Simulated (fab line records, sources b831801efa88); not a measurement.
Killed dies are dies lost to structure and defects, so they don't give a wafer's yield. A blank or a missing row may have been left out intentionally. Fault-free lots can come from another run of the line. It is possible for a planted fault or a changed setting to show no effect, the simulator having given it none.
fab line records	flow gf180mcu
[record] lots = 13	wafers = 39	last_day = 34
route steps=602 shown STI@15 LVPWELL@65 MVPSD@85
lots with no fault: from the same line, run without faults
start_h: the number of hours between the record's first day and the start of the first shown wafer of the lot	wait_h: hours from the lot's prior step to this one	" unchanged from the row above	L1.1+2: one row covering several wafers at once	- no value, or no start given	* or withheld: withheld	< > ~ a bound
route shown NAME@n: a module of which the file shows steps, and the number in the route of the first	usual: average and standard deviation across the fault-free wafers	same: alike in all rows	chamber/n: place in a boat	sites: readings site by site	_std_site: standard deviation across them	_edge_site: mean of outer sites minus mean of inner sites	radius_mm: how far each site lies from the wafer's centre	mask NAME#n: copy n	behind: the last tool/chamber to shape the wafer	hold: why the lot went on hold/how many hours it stayed there/how the hold came to an end	device: names the non-switching transistor (n, p or np)	end of line: the same wafers' tests at the end of the route	a step given without rows: its recipe and nothing more	killed: count of dies lost to structure and defects at first sort (not the wafer's yield)	map: per-die view of a wafer (x killed, . not killed, _ where there is no die)
set.NAME: the setting the step ran with; set.NAME@STEP: the setting that earlier step ran with	model.NAME: the simulator's own value behind a step, which no gauge read
a sample of lots followed through the steps of the route, with each step as a table and each wafer as a row
services: when a tool's chamber went out of use (start_h, in hours from the record's first day, below 0 if earlier), for how many hours, and the reason
[[steps]]
[step GF_STI_ETCH_14]
[recipe] target = Si	chemistry = HBr/Cl2/O2	target_depth_nm = 360	icp_w = 600	bias_w = 150	pressure_mtorr = 15	HBr_flow_sccm = 150	Cl2_flow_sccm = 40	O2_flow_sccm = 6	time_s = 102.9
[usual] drypump_motor_current_A = 5.6/0.47	oes_product_au = 0.995/0.0096	run_length_s = 131.2/0.31	throttle_valve_pct = 25.658/0.01
lot.wafer	tool	chamber	start_h	wait_h	drypump_motor_current_A	oes_product_au	rf_hours_counter_h	run_length_s	throttle_valve_pct
L871.2	rie_si-01	3	25.22	0.0	5.1	0.990	108	130.5	25.663
L871.4	"	1	"	"	6.0	0.990	16	130.8	25.678
L871.6	"	3	"	"	5.1	0.987	-	130.6	25.664
L872.2	rie_si-02	0	30.67	0.0	5.2	0.993	11	131.2	25.657
L872.3	"	2	"	"	5.6	1.009	3	131.5	25.633
L872.6	"	0	"	"	5.2	1.002	-	131.0	25.651
L873.1	rie_si-01	2	34.62	0.0	5.7	1.005	83	131.4	25.671
L873.2	"	3	"	"	5.1	0.997	109	130.9	25.656
L873.5	"	0	"	"	6.6	0.986	-	131.6	25.666
L874.1	rie_si-02	1	40.37	0.0	5.2	0.986	71	130.7	25.674
L874.4	"	0	"	"	5.2	1.003	11	130.9	25.654
L874.6	"	0	"	"	5.2	1.002	-	130.8	25.663
L875.3	rie_si-02	1	49.50	0.0	5.3	0.984	71	131.2	25.668
L875.4	"	2	"	"	5.6	0.997	4	131.2	25.657
L875.6	"	1	"	"	5.3	1.000	-	131.2	25.669
L876.3	rie_si-01	1	52.30	0.0	6.0	0.986	16	130.9	25.672
L876.5	"	3	"	"	5.0	0.998	-	130.5	25.640
L876.6	"	0	"	"	6.6	0.997	-	131.4	25.664
L877.3	rie_si-02	3	56.17	0.0	6.0	1.011	0	131.3	25.640
L877.4	"	0	"	"	5.2	1.000	11	130.8	25.659
L877.6	"	1	"	"	5.3	0.990	-	130.7	25.657
L886.1	rie_si-01	0	102.64	0.0	6.6	0.990	115	98.3	25.668
L886.5	"	3	"	"	5.1	0.995	-	130.8	25.660
L886.6	"	2	"	"	5.7	0.995	-	131.6	25.659
L887.2	rie_si-01	1	108.77	0.0	6.0	0.988	17	131.5	25.652
L887.3	"	0	"	"	6.6	0.995	115	98.5	25.683
L887.5	"	3	"	"	5.0	0.998	-	130.9	25.663
L889.2	rie_si-02	3	118.15	0.0	5.9	1.011	1	131.4	25.646
L889.4	"	0	"	"	5.2	1.004	12	131.1	25.665
L889.6	"	0	"	"	5.2	1.009	-	131.2	25.678
L890.3	rie_si-02	0	122.32	0.0	5.2	1.002	12	131.1	25.654
L890.4	"	1	"	"	5.2	0.981	72	130.8	25.669
L890.6	"	1	"	"	5.3	1.000	-	131.0	25.649
L893.4	rie_si-02	0	139.57	0.0	5.2	0.998	12	130.8	25.665
L893.5	"	0	"	"	5.2	0.993	-	131.6	25.655
L893.6	"	1	"	"	5.3	0.978	-	131.2	25.662
L894.1	rie_si-02	0	144.95	0.0	5.2	1.011	12	131.2	25.654
L894.3	"	1	"	"	5.3	0.991	72	130.8	25.658
L894.5	"	2	"	"	5.6	1.008	-	131.4	25.645
[step GF_STI_STRIP_15]
[recipe] chemistry = O2/N2	power_w = 1400	pressure_mtorr = 1500	platen_temp_c = 250	o2_flow_sccm = 3000	n2_flow_sccm = 300	overash_fraction = 0.5
[usual] drypump_motor_current_A = 5.96/0.24	heater_power_w = 367/42	oes_product_au = 0.384/0.0049	strip_time_to_endpoint_s = 3.72/0.052
lot.wafer	tool	chamber	start_h	wait_h	drypump_motor_current_A	heater_power_w	oes_product_au	rf_hours_counter_h	strip_time_to_endpoint_s
L871.2	plasma_asher-04	0	25.30	0.0	6.26	417	0.379	36	3.79
L871.4	"	1	"	"	6.05	316	0.382	-	3.70
L871.6	"	1	"	"	6.06	316	0.383	-	3.70
L872.2	plasma_asher-01	1	30.75	0.0	5.56	375	0.390	38	3.75
L872.3	"	0	"	"	5.89	409	0.379	-	3.66
L872.6	"	0	"	"	5.87	418	0.381	-	3.69
L873.1	plasma_asher-01	0	34.70	0.0	5.86	409	0.388	38	3.75
L873.2	"	1	"	"	5.56	375	0.376	38	3.68
L873.5	"	1	"	"	5.55	379	0.389	-	3.73
L874.1	plasma_asher-01	1	40.45	0.0	5.57	381	0.390	39	3.77
L874.4	"	1	"	"	5.57	373	0.373	-	3.65
L874.6	"	1	"	"	5.58	378	0.378	-	3.67
L875.3	plasma_asher-04	0	49.61	0.1	6.27	409	0.382	-	3.67
L875.4	"	1	"	"	6.07	320	0.388	-	3.72
L875.6	"	0	"	"	6.25	423	0.392	-	3.74
L876.3	plasma_asher-04	0	52.41	0.1	6.26	414	0.387	-	3.68
L876.5	"	0	"	"	6.23	406	0.386	-	3.68
L876.6	"	1	"	"	6.08	315	0.384	-	3.73
L877.3	plasma_asher-04	0	56.28	0.1	6.25	405	0.381	-	3.71
L877.4	"	1	"	"	6.07	322	0.387	-	3.69
L877.6	"	0	"	"	6.23	409	0.385	-	3.67
L886.1	plasma_asher-04	0	102.71	0.0	6.26	400	0.391	44	4.11
L886.5	"	0	"	"	6.26	412	0.387	-	3.73
L886.6	"	1	"	"	6.07	324	0.375	-	3.76
L887.2	plasma_asher-04	0	108.84	0.0	6.24	411	0.387	44	3.70
L887.3	"	1	"	"	6.06	320	0.391	-	4.09
L887.5	"	1	"	"	6.05	325	0.376	-	3.65
L889.2	plasma_asher-04	1	118.22	0.0	6.07	317	0.396	46	3.75
L889.4	"	0	"	"	6.25	415	0.385	-	3.81
L889.6	"	0	"	"	6.21	413	0.383	-	3.76
L890.3	plasma_asher-01	0	122.43	0.1	5.83	416	0.389	-	3.71
L890.4	"	1	"	"	5.56	377	0.384	-	3.68
L890.6	"	0	"	"	5.85	412	0.389	-	3.74
L893.4	plasma_asher-02	0	139.68	0.1	5.92	320	0.381	-	3.68
L893.5	"	0	"	"	5.93	316	0.393	-	3.70
L893.6	"	1	"	"	6.12	311	0.385	-	3.80
L894.1	plasma_asher-02	1	145.02	0.0	6.13	316	0.373	3	3.62
L894.3	"	1	"	"	6.16	315	0.384	-	3.71
L894.5	"	0	"	"	5.94	320	0.386	-	3.61
[step GF_LVPWELL_TW_MEAS_11]
[usual] LVPWELL_TW = 562/4.6
lot.wafer	tool	chamber	start_h	wait_h	LVPWELL_TW
L871.2	film_metro-03	-	67.90	0.1	560
L871.4	"	-	"	"	557
L871.6	"	-	"	"	558
L872.2	film_metro-03	-	76.77	0.1	565
L872.3	"	-	"	"	562
L872.6	"	-	"	"	561
L873.1	film_metro-04	-	78.89	0.1	564
L873.2	"	-	"	"	562
L873.5	"	-	"	"	566
L874.1	film_metro-01	-	85.04	0.1	556
L874.4	"	-	"	"	556
L874.6	"	-	"	"	556
L875.3	film_metro-04	-	92.93	0.1	567
L875.4	"	-	"	"	565
L875.6	"	-	"	"	568
L876.3	film_metro-04	-	96.20	0.1	567
L876.5	"	-	"	"	570
L876.6	"	-	"	"	569
L877.3	film_metro-01	-	102.13	0.1	555
L877.4	"	-	"	"	558
L877.6	"	-	"	"	558
L886.1	film_metro-04	-	153.01	0.1	566
L886.5	"	-	"	"	565
L886.6	"	-	"	"	569
L887.2	film_metro-04	-	161.50	0.1	569
L887.3	"	-	"	"	567
L887.5	"	-	"	"	571
L889.2	film_metro-04	-	170.40	0.1	565
L889.4	"	-	"	"	566
L889.6	"	-	"	"	571
L890.3	film_metro-03	-	174.88	0.1	564
L890.4	"	-	"	"	561
L890.6	"	-	"	"	562
L893.4	film_metro-03	-	192.46	0.1	558
L893.5	"	-	"	"	560
L893.6	"	-	"	"	557
L894.1	film_metro-04	-	203.18	0.1	569
L894.3	"	-	"	"	567
L894.5	"	-	"	"	563
[step GF_MVPSD_OVL_MEAS_07]
[usual] MVPSD_OVL = -1.2/1.5
lot.wafer	tool	chamber	start_h	wait_h	MVPSD_OVL[nm]
L871.2	overlay-02	-	94.18	-	-3.7
L871.4	"	-	"	"	-3.7
L871.6	"	-	"	"	-4.7
L872.2	overlay-02	-	104.30	-	0.7
L872.3	"	-	"	"	-0.2
L872.6	"	-	"	"	-1.5
L873.1	overlay-02	-	106.52	-	-2.1
L873.2	"	-	"	"	-1.9
L873.5	"	-	"	"	-2.5
L874.1	overlay-01	-	112.67	-	-3.1
L874.4	"	-	"	"	-2.6
L874.6	"	-	"	"	-2.6
L875.3	overlay-01	-	121.71	-	-2.7
L875.4	"	-	"	"	-2.0
L875.6	"	-	"	"	-1.8
L876.3	overlay-01	-	124.56	-	-2.5
L876.5	"	-	"	"	-2.8
L876.6	"	-	"	"	-3.0
L877.3	overlay-02	-	131.91	-	1.5
L877.4	"	-	"	"	0.2
L877.6	"	-	"	"	0.3
L886.1	overlay-01	-	185.02	-	-3.1
L886.5	"	-	"	"	-2.1
L886.6	"	-	"	"	-2.4
L887.2	overlay-01	-	193.73	-	-3.4
L887.3	"	-	"	"	-1.1
L887.5	"	-	"	"	-2.6
L889.2	overlay-02	-	204.58	-	-0.9
L889.4	"	-	"	"	-0.5
L889.6	"	-	"	"	-1.2
L890.3	overlay-02	-	208.93	-	-2.6
L890.4	"	-	"	"	1.0
L890.6	"	-	"	"	-3.1
L893.4	overlay-02	-	228.51	-	-1.9
L893.5	"	-	"	"	-1.5
L893.6	"	-	"	"	-1.0
L894.1	overlay-02	-	239.99	-	1.9
L894.3	"	-	"	"	0.2
L894.5	"	-	"	"	0.3
[step GF_MVPSD_STRIP_10]
[recipe] chemistry = O2/N2	power_w = 1400	pressure_mtorr = 1500	platen_temp_c = 250	o2_flow_sccm = 3000	n2_flow_sccm = 300	overash_fraction = 0.5
[usual] drypump_motor_current_A = 5.75/0.28	heater_power_w = 364/34	oes_product_au = 0.723/0.0044	strip_time_to_endpoint_s = 37.00/0.1
lot.wafer	tool	chamber	start_h	wait_h	drypump_motor_current_A	heater_power_w	oes_product_au	rf_hours_counter_h	strip_time_to_endpoint_s
L871.2	plasma_asher-01	0	94.51	0.1	5.85	412	0.720	44	37.06
L871.4	"	0	"	"	5.84	412	0.726	-	36.96
L871.6	"	1	"	"	5.58	379	0.721	-	36.92
L872.2	plasma_asher-03	1	104.63	0.1	6.05	338	0.722	30	36.92
L872.3	"	1	"	"	6.07	337	0.718	-	37.04
L872.6	"	0	"	"	5.29	357	0.725	-	36.95
L873.1	plasma_asher-03	0	106.86	0.1	5.25	360	0.728	30	37.03
L873.2	"	1	"	"	6.06	333	0.725	30	36.97
L873.5	"	0	"	"	5.34	352	0.721	-	36.99
L874.1	plasma_asher-01	1	113.01	0.1	5.58	385	0.724	46	36.86
L874.4	"	0	"	"	5.87	403	0.716	-	36.87
L874.6	"	1	"	"	5.56	383	0.723	-	36.86
L875.3	plasma_asher-01	0	122.07	0.1	5.86	411	0.730	-	36.89
L875.4	"	1	"	"	5.57	380	0.726	-	36.86
L875.6	"	0	"	"	5.84	414	0.724	-	36.88
L876.3	plasma_asher-01	1	124.92	0.1	5.54	378	0.722	-	36.98
L876.5	"	1	"	"	5.55	376	0.729	-	36.94
L876.6	"	0	"	"	5.87	414	0.717	-	37.05
L877.3	plasma_asher-02	0	132.27	0.1	5.95	302	0.718	-	37.13
L877.4	"	1	"	"	6.13	312	0.730	-	37.10
L877.6	"	0	"	"	5.95	313	0.727	-	37.08
L886.1	plasma_asher-02	0	185.36	0.1	5.94	310	0.726	6	37.03
L886.5	"	1	"	"	6.08	315	0.728	-	37.04
L886.6	"	0	"	"	5.92	309	0.722	-	37.06
L887.2	plasma_asher-03	0	194.06	0.1	5.27	370	0.722	40	37.00
L887.3	"	1	"	"	6.07	327	0.727	-	37.09
L887.5	"	0	"	"	5.30	367	0.727	-	37.17
L889.2	plasma_asher-01	0	204.91	0.1	5.85	416	0.727	56	37.05
L889.4	"	0	"	"	5.87	400	0.725	-	37.09
L889.6	"	1	"	"	5.54	380	0.728	-	37.09
L890.3	plasma_asher-01	0	209.29	0.1	5.85	406	0.720	-	36.81
L890.4	"	1	"	"	5.56	383	0.718	-	36.87
L890.6	"	1	"	"	5.55	371	0.716	-	36.99
L893.4	plasma_asher-01	1	228.86	0.1	5.52	366	0.715	-	36.97
L893.5	"	0	"	"	5.91	425	0.722	-	37.03
L893.6	"	1	"	"	5.52	380	0.725	-	36.90
L894.1	plasma_asher-01	1	240.33	0.1	5.51	382	0.727	59	37.25
L894.3	"	0	"	"	5.88	409	0.724	-	37.26
L894.5	"	1	"	"	5.57	372	0.722	-	37.36
[[services]]
tool	chamber	start_h	hours	kind
rie_si-01	1	34.19	4.2	repair
plasma_asher-01	-	37.01	2.8	pm
rie_si-01	2	78.18	4.3	repair
rie_si-02	2	89.75	3.5	repair
plasma_asher-02	-	108.75	9.0	pm
plasma_asher-02	0	108.75	9.0	vent_cycle
plasma_asher-02	1	108.75	9.0	vent_cycle
rie_si-01	2	110.50	5.1	repair
plasma_asher-02	0	117.75	-	clean
plasma_asher-02	1	117.75	-	clean
plasma_asher-02	-	161.97	14.6	pm
rie_si-02	2	164.66	14.3	repair
plasma_asher-01	-	170.09	1.5	repair
rie_si-01	2	172.66	8.5	repair
plasma_asher-03	-	173.56	0.5	repair
plasma_asher-03	-	176.81	2.4	repair
rie_si-01	3	192.77	7.7	repair
rie_si-02	1	196.00	32.2	repair
rie_si-01	0	233.11	-	clean
rie_si-01	0	233.11	15.3	scheduled_down
rie_si-01	0	233.11	15.3	vent_cycle
[[key]]
[first_sign] step = GF_STI_ETCH_14	reading = run_length_s	direction = down	sigmas = 99+	usual = *	struck = *
[effect] step = GF_STI_STRIP_15	reading = strip_time_to_endpoint_s	direction = up	sigmas = 7.3	usual = *	struck = *
met_at GF_STI_ETCH_14
struck_lots L886,L887
struck_wafers L886.1,L887.3
sort_left_out L886.1,L887.3
tester_left_out L886,L887
not_acting_at GF_LVPWELL_TW_MEAS_11,GF_MVPSD_OVL_MEAS_07,GF_MVPSD_STRIP_10
onset_between 52.30 102.64
[fault] kind = process_parameter_drift	tool = rie_si-01	chamber = 0	onset_h = 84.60	steps = GF_STI_ETCH_14	channel = time_s	offset = *	shape = step	end_h = 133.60	acts_in = *	stated = *
// tester_left_out: of these lots the tester's yield and bins aren't shown, on N5 and GAA mostly nor the transistor test; their killed dies are dies lost to structure and defects alone, not to doping, threshold or leakage, so they don't give the yield
// sort_left_out: the simulated sort isn't trusted on such a fault, so these wafers' sort isn't shown, and their yield isn't known
